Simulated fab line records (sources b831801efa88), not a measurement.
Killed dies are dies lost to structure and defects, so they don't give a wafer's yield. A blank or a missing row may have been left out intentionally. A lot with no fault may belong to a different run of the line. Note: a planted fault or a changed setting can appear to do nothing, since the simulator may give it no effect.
A lot that was struck, set against a sound lot    flow sky130    16 steps out of a route of 708
Sound: the wafers L712.2, L712.3, L712.4. Wafers L722.1, L722.2, L722.3 were the ones struck. The cause is named last.
For every step that has rows: the tool of each side, followed by ch and its chambers, followed by its first start. Under that, the readings that differ: sound wafers    struck wafers    difference of the means    sigmas: that difference in standard deviations of wafers without a fault.
alike: words and numbers the same on both sides, and readings whose means are apart by under 2 such deviations; not compared: readings that were withheld, readings missing a value for some wafer, numbers with overlapping values and no deviation given by the record, and bounds like >300 which may hide the same value.
A row with sigmas, a row that says differs or no value, or rows on one side alone: a step with any of these is where the two part. When numbers do not overlap yet have no deviation, they are printed without sigmas and do not part them. A reading that every wafer of one side lacks parts them only if that side has two wafers or more.

first, 3 steps without rows for these wafers: SKY_FIELD_ISO_EXPOSE_10 (exposes mask FOM, target cd 150 nm); SKY_FIELD_ISO_PEB_11; SKY_FIELD_ISO_DEVELOP_12 (develop time 62.73 s).
SKY_FIELD_ISO_CD_MEAS_13 targets a cd of 150 nm.
  struck on cd sem-02, day 5 05:05; sound on cd sem-02, day 3 03:01
  alike: cd nm
SKY_FIELD_ISO_ETCH_14: etches BARC in N2/H2, stops on SiO2, time 45.9 s, target depth 60 nm.
  sound on rie diel-04 ch 1,2,3, day 3 03:07; struck on rie diel-03 ch 0,1,2, day 5 05:13
  alike: drypump motor current A, oes product au, throttle valve pct
  not compared: rf hours counter h
SKY_FIELD_ISO_ETCH_15: etches the open film in CHF3/O2, stops on Si, target depth 180 nm, time 72 s.
  sound on rie diel-04 ch 1,2,3, day 3 03:09; struck on rie diel-03 ch 0,1,2, day 5 05:15
  alike: O2_flow_sccm, drypump motor current A, oes product au, throttle valve pct
  not compared: rf hours counter h
SKY_FIELD_ISO_STRIP_16: strips in O2/N2.
  sound on plasma asher-04 ch 0,1, day 3 03:13; struck on plasma asher-04 ch 0,1, day 5 05:19
  alike: drypump motor current A, oes product au, strip time to endpoint s
  not compared: rf hours counter h
SKY_FIELD_ISO_ETCH_17: etches Si in HBr/Cl2/O2, target depth 342 nm, time 97.7 s.
  sound on rie si-02 ch 0,1,3, day 3 03:19; struck on rie si-01 ch 0,2,3, day 5 05:25
reading                 sound     struck    difference  sigmas
rf hours counter h (h)  67 89 60  46 22 21  -42         
  alike: O2_flow_sccm, drypump motor current A, oes product au, throttle valve pct
then, 4 steps without rows for these wafers: SKY_FIELD_ISO_WET_ETCH_18 (etches Si3N4 in H3PO4, target depth 25 nm, time 286 s); SKY_FIELD_ISO_CLEAN_19 (cleans in SC1/SC2, time 150 s); SKY_FIELD_ISO_CLEAN_20 (cleans in dHF, time 20 s); SKY_FIELD_ISO_WET_ETCH_21 (etches SiO2 in dHF, target depth 20 nm, time 400 s).
SKY_FIELD_ISO_OXIDATION_22: stabilise 600 s, purge 300 s, target thk 10 nm.
  sound on furnace-02 ch 0, day 3 04:55; struck on furnace-01 ch 0, day 5 08:18
reading                                           sound              struck             difference  sigmas
ox time s (s)                                     623 623 623        934.5 934.5 934.5  +311.5      
zone power lower pct (%)                          19.5 19.4 19.4     21.2 21.4 21.6     +2.0        +2
model.SiO2_of_FIELD_ISO_OXIDATION_22.thk nm (nm)  9.966 10.15 9.955  13.3 13.25 13.06   +3.2        
  alike: zone power top pct
SKY_FIELD_ISO_THK_MEAS_23:
  struck on film metro-01, day 5 09:28; sound on film metro-03, day 3 06:06
reading                          sound            struck             difference  sigmas
FIELD_ISO_OXIDATION_01_THK (nm)  9.95 10.14 9.92  13.31 13.23 13.06  +3.20       +25
then, 1 step without rows for these wafers: SKY_FIELD_ISO_CVD_24 (deposits SiO2, target thk 595 nm, time 99.2 s).
-- here the record skips 44 days between the struck wafers' starts before and after, leaving off in module FIELD_ISO and picking up in module PAD_OPEN (first step shown: number 708 of the route) --
SKY_PAD_OPEN_PROBE_99:
  struck on prober-01, day 49 05:01; sound on prober-01, day 46 22:20
  alike: killed_at_M0_to_M3, killed_at_M4_up, killed at contacts, killed at front end, killed at other, killed dies, killed open, killed short
  not compared: model.etest.sram nfet pass.off log10 a um

## WHERE THEY PART
Last at SKY_FIELD_ISO_THK_MEAS_23 as far as this record goes, first at SKY_FIELD_ISO_OXIDATION_22. Later steps at which nothing parts them and some readings are alike: SKY_PAD_OPEN_PROBE_99.

WHY: what had been put in by the simulator
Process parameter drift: furnace-01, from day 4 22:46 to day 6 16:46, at SKY_FIELD_ISO_OXIDATION_22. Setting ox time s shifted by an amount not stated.
